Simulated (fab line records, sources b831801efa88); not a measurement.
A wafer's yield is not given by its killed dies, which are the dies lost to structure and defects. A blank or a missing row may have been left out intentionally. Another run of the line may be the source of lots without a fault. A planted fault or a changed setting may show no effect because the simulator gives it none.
Which tool did it? | flow gf180mcu | 72 wafers from 24 lots sampled at 5 of the route's 602 steps

== WHAT THE GAUGES SHOWED, per wafer ==
GF_PSD_OVL_MEAS_08. Usual: PSD_OVL typically reads 2.0 nm, with standard deviation 1.4.
lot  | measured     | on         | PSD_OVL (nm)   | flag
L074 | day 14 04:07 | overlay-01 | 2.8 2.2 3.0    | 
L075 | day 14 10:22 | overlay-02 | 2.4 4.6 6.2    | 
L076 | day 14 19:09 | overlay-02 | 3.1 3.5 4.0    | 
L077 | day 15 06:59 | overlay-02 | 0.9 0.9 2.3    | 
L078 | day 15 17:17 | overlay-02 | 3.6 3.9 3.6    | 
L079 | day 15 23:34 | overlay-02 | 1.2 1.7 0.4    | 
L080 | day 16 08:26 | overlay-01 | 0.1 2.9 0.1    | 
L081 | day 16 22:04 | overlay-01 | 0.4 0.2 1.1    | 
L082 | day 17 01:56 | overlay-02 | 0.2 2.7 3.0    | 
L083 | day 17 06:37 | overlay-01 | 0.7 -1.0 0.4   | 
L084 | day 17 16:19 | overlay-02 | 3.0 0.9 3.4    | 
L085 | day 18 03:41 | overlay-01 | 1.9 2.2 1.6    | 
L086 | day 18 09:37 | overlay-01 | -0.4 -0.7 -1.6 | 
L087 | day 18 16:49 | overlay-01 | 2.1 2.9 3.4    | 
L088 | day 19 00:28 | overlay-01 | -0.7 1.4 0.4   | 
L089 | day 19 16:25 | overlay-01 | 4.2 2.9 2.0    | 
L090 | day 19 20:11 | overlay-02 | 1.1 0.7 1.5    | 
L091 | day 20 06:38 | overlay-01 | 3.5 3.3 2.2    | 
L092 | day 20 16:31 | overlay-01 | 3.5 3.1 3.4    | 
L093 | day 20 20:14 | overlay-01 | 2.1 3.9 3.1    | 
L094 | day 21 07:35 | overlay-01 | 2.0 2.5 1.8    | 
L095 | day 21 17:41 | overlay-01 | 1.4 1.4 3.2    | 
L096 | day 21 23:43 | overlay-01 | 2.8 2.7 1.4    | 
L097 | day 22 09:51 | overlay-02 | 2.4 2.9 1.4    | 

GF_V1_RS_MEAS_24: the measuring method here is four-point-probe. Usual: V1_W_RS typically reads 0.326 ohm/sq, with standard deviation 0.0035.
lot  | measured     | on           | V1_W_RS (ohm/sq)  | flag
L074 | day 18 02:33 | filmMetro-01 | 0.329 0.328 0.328 | 
L075 | day 18 08:43 | filmMetro-03 | 0.327 0.331 0.333 | 
L076 | day 18 21:20 | filmMetro-04 | 0.321 0.329 0.323 | 
L077 | day 19 09:04 | filmMetro-01 | 0.322 0.321 0.329 | 
L078 | day 19 22:49 | filmMetro-03 | 0.326 0.319 0.322 | 
L079 | day 20 02:59 | filmMetro-03 | 0.329 0.331 0.332 | 
L080 | day 20 13:40 | filmMetro-01 | 0.325 0.325 0.326 | 
L081 | day 21 03:35 | filmMetro-04 | 0.325 0.329 0.327 | 
L082 | day 21 06:13 | filmMetro-04 | 0.325 0.325 0.331 | 
L083 | day 21 11:58 | filmMetro-01 | 0.327 0.333 0.328 | 
L084 | day 21 21:04 | filmMetro-04 | 0.327 0.325 0.324 | 
L085 | day 22 09:46 | filmMetro-03 | 0.328 0.326 0.329 | 
L086 | day 22 16:01 | filmMetro-03 | 0.334 0.326 0.327 | 
L087 | day 22 23:55 | filmMetro-03 | 0.329 0.322 0.329 | 
L088 | day 23 06:31 | filmMetro-03 | 0.324 0.325 0.325 | 
L089 | day 23 20:59 | filmMetro-03 | 0.330 0.330 0.330 | 
L090 | day 24 01:25 | filmMetro-03 | 0.322 0.325 0.325 | 
L091 | day 24 10:18 | filmMetro-01 | 0.323 0.324 0.323 | 
L092 | day 24 18:05 | filmMetro-04 | 0.327 0.319 0.322 | 
L093 | day 24 22:08 | filmMetro-01 | 0.325 0.324 0.323 | 
L094 | day 25 09:40 | filmMetro-01 | 0.328 0.329 0.326 | 
L095 | day 25 18:57 | filmMetro-01 | 0.337 0.335 0.332 | 
L096 | day 26 01:19 | filmMetro-01 | 0.329 0.328 0.330 | 
L097 | day 26 10:04 | filmMetro-04 | 0.326 0.321 0.320 | 

GF_M2_OVL_MEAS_15. Usual: M2_OVL typically reads 2 nm, with standard deviation 5.6.
lot  | measured     | on         | M2_OVL (nm) | flag
L074 | day 19 03:10 | overlay-01 | -1 5 14     | 
L075 | day 19 09:49 | overlay-02 | -2 -12 -4   | 
L076 | day 19 22:49 | overlay-02 | -4 -6 -9    | 
L077 | day 20 09:59 | overlay-01 | 4 11 -1     | 
L078 | day 20 23:26 | overlay-01 | 2 9 -2      | 
L079 | day 21 03:08 | overlay-01 | 8 9 8       | 
L080 | day 21 14:26 | overlay-02 | -3 4 1      | 
L081 | day 22 03:27 | overlay-01 | 7 1 9       | 
L082 | day 22 06:23 | overlay-02 | -3 -1 4     | 
L083 | day 22 11:37 | overlay-01 | -8 8 6      | 
L084 | day 22 20:29 | overlay-02 | 7 16 10     | 
L085 | day 23 09:31 | overlay-02 | 0 -2 -5     | 
L086 | day 23 15:58 | overlay-01 | 0 5 -3      | 
L087 | day 23 23:43 | overlay-01 | 3 -3 0      | 
L088 | day 24 06:10 | overlay-01 | 7 3 10      | 
L089 | day 24 20:00 | overlay-02 | 1 7 -1      | 
L090 | day 25 00:26 | overlay-02 | 10 11 9     | 
L091 | day 25 08:29 | overlay-01 | 3 6 6       | 
L092 | day 25 16:37 | overlay-02 | 2 3 3       | 
L093 | day 25 20:56 | overlay-01 | -6 7 2      | 
L094 | day 26 07:40 | overlay-02 | -12 -6 -7   | 
L095 | day 26 16:43 | overlay-01 | -1 -4 -6    | 
L096 | day 26 22:29 | overlay-01 | 4 12 2      | 
L097 | day 27 07:43 | overlay-02 | 1 3 6       | 

GF_V3_BOW_MEAS_05. Usual: V3_BOW typically reads 118 um, with standard deviation 7.8.
lot  | measured     | on           | V3_BOW (um) | flag
L074 | day 21 08:37 | filmMetro-03 | 104 116 114 | 
L075 | day 21 14:01 | filmMetro-03 | 111 106 107 | 
L076 | day 22 02:47 | filmMetro-01 | 110 102 110 | 
L077 | day 22 13:46 | filmMetro-04 | 112 117 103 | 
L078 | day 23 03:28 | filmMetro-04 | 115 110 115 | 
L079 | day 23 06:35 | filmMetro-01 | 107 107 120 | 
L080 | day 23 17:46 | filmMetro-03 | 132 121 124 | 
L081 | day 24 05:54 | filmMetro-03 | 118 114 123 | 
L082 | day 24 09:30 | filmMetro-01 | 111 108 110 | 
L083 | day 24 14:30 | filmMetro-04 | 125 117 117 | 
L084 | day 24 22:22 | filmMetro-04 | 131 115 105 | 
L085 | day 25 10:55 | filmMetro-04 | 126 125 134 | 
L086 | day 25 16:14 | filmMetro-04 | 113 126 126 | 
L087 | day 26 00:19 | filmMetro-01 | 125 121 120 | 
L088 | day 26 07:13 | filmMetro-01 | 121 127 118 | 
L089 | day 26 18:37 | filmMetro-01 | 125 130 117 | 
L090 | day 26 23:42 | filmMetro-04 | 110 107 127 | 
L091 | day 27 07:14 | filmMetro-04 | 131 126 125 | 
L092 | day 27 14:12 | filmMetro-01 | 115 121 105 | 
L093 | day 27 18:26 | filmMetro-01 | 114 117 117 | 
L094 | day 28 05:12 | filmMetro-03 | 117 118 111 | 
L095 | day 28 12:33 | filmMetro-01 | 128 121 114 | 
L096 | day 28 19:17 | filmMetro-01 | 118 117 120 | 
L097 | day 29 03:49 | filmMetro-04 | 111 122 120 | 

== WHICH TOOL RAN EACH LOT (tool, then ch and the chambers of the sampled wafers, then the start) ==
lot  | GF_M3_SPUTTER_01
L074 | pvdSputter-03, day 20 06:29
L075 | pvdSputter-03, day 20 13:05
L076 | pvdSputter-01, day 21 01:47
L077 | pvdSputter-03, day 21 12:58
L078 | pvdSputter-03, day 22 01:35
L079 | pvdSputter-01, day 22 05:49
L080 | pvdSputter-01, day 22 16:45
L081 | pvdSputter-02, day 23 05:51
L082 | pvdSputter-01, day 23 08:59
L083 | pvdSputter-03, day 23 14:02
L084 | pvdSputter-03, day 23 22:34
L085 | pvdSputter-02, day 24 11:17
L086 | pvdSputter-02, day 24 17:04
L087 | pvdSputter-01, day 25 01:20
L088 | pvdSputter-02, day 25 08:10
L089 | pvdSputter-02, day 25 20:27
L090 | pvdSputter-03, day 26 01:01
L091 | pvdSputter-01, day 26 08:58
L092 | pvdSputter-01, day 26 16:29
L093 | pvdSputter-02, day 26 20:49
L094 | pvdSputter-03, day 27 07:19
L095 | pvdSputter-01, day 27 15:23
L096 | pvdSputter-02, day 27 21:53
L097 | pvdSputter-01, day 28 06:36
- GF_M3_SPUTTER_01: material TiN, target thk 30 nm, time 25 s.

== WHAT THE TOOLS THEMSELVES READ (means of the sampled wafers that have a number; where no wafer has one, the mark that the record gives instead) ==
GF_M3_SPUTTER_01. Usual: throttleValvePct reads 30.3 % (standard deviation 0.96).
lot  | tool          | throttleValvePct (%) | flag
L074 | pvdSputter-03 | 30.8                 | 
L075 | pvdSputter-03 | 30.2                 | 
L076 | pvdSputter-01 | 29.7                 | 
L077 | pvdSputter-03 | 30.0                 | 
L078 | pvdSputter-03 | 30.0                 | 
L079 | pvdSputter-01 | 28.8                 | 
L080 | pvdSputter-01 | 28.8                 | 
L081 | pvdSputter-02 | 30.6                 | 
L082 | pvdSputter-01 | 29.9                 | 
L083 | pvdSputter-03 | 30.2                 | 
L084 | pvdSputter-03 | 30.6                 | 
L085 | pvdSputter-02 | 31.1                 | 
L086 | pvdSputter-02 | 30.2                 | 
L087 | pvdSputter-01 | 30.1                 | 
L088 | pvdSputter-02 | 30.4                 | 
L089 | pvdSputter-02 | 30.5                 | 
L090 | pvdSputter-03 | 30.7                 | 
L091 | pvdSputter-01 | 29.5                 | 
L092 | pvdSputter-01 | 30.1                 | 
L093 | pvdSputter-02 | 30.5                 | 
L094 | pvdSputter-03 | 30.6                 | 
L095 | pvdSputter-01 | 30.9                 | 
L096 | pvdSputter-02 | 31.2                 | 
L097 | pvdSputter-01 | 28.7                 | 

== THE ANSWER, worked out from the rows above alone ==
Rule: a lot is off if the mean of its wafers that have a number lies more than 3 standard deviations from the usual mean. Also off: a lot with no number at a reading for which 4 or more lots have one. Any other lot the step has rows for is counted as sound. First the gauges in route order, then the tools' own readings, where a lot's mean is used as printed above. The first step at which some lot is off is used, and at that step the reading that is off furthest; a lot without a number counts as furthest.
Nothing can be told from this: no lot is off at any reading shown.

== WHAT THE SIMULATOR HAD INSERTED ==
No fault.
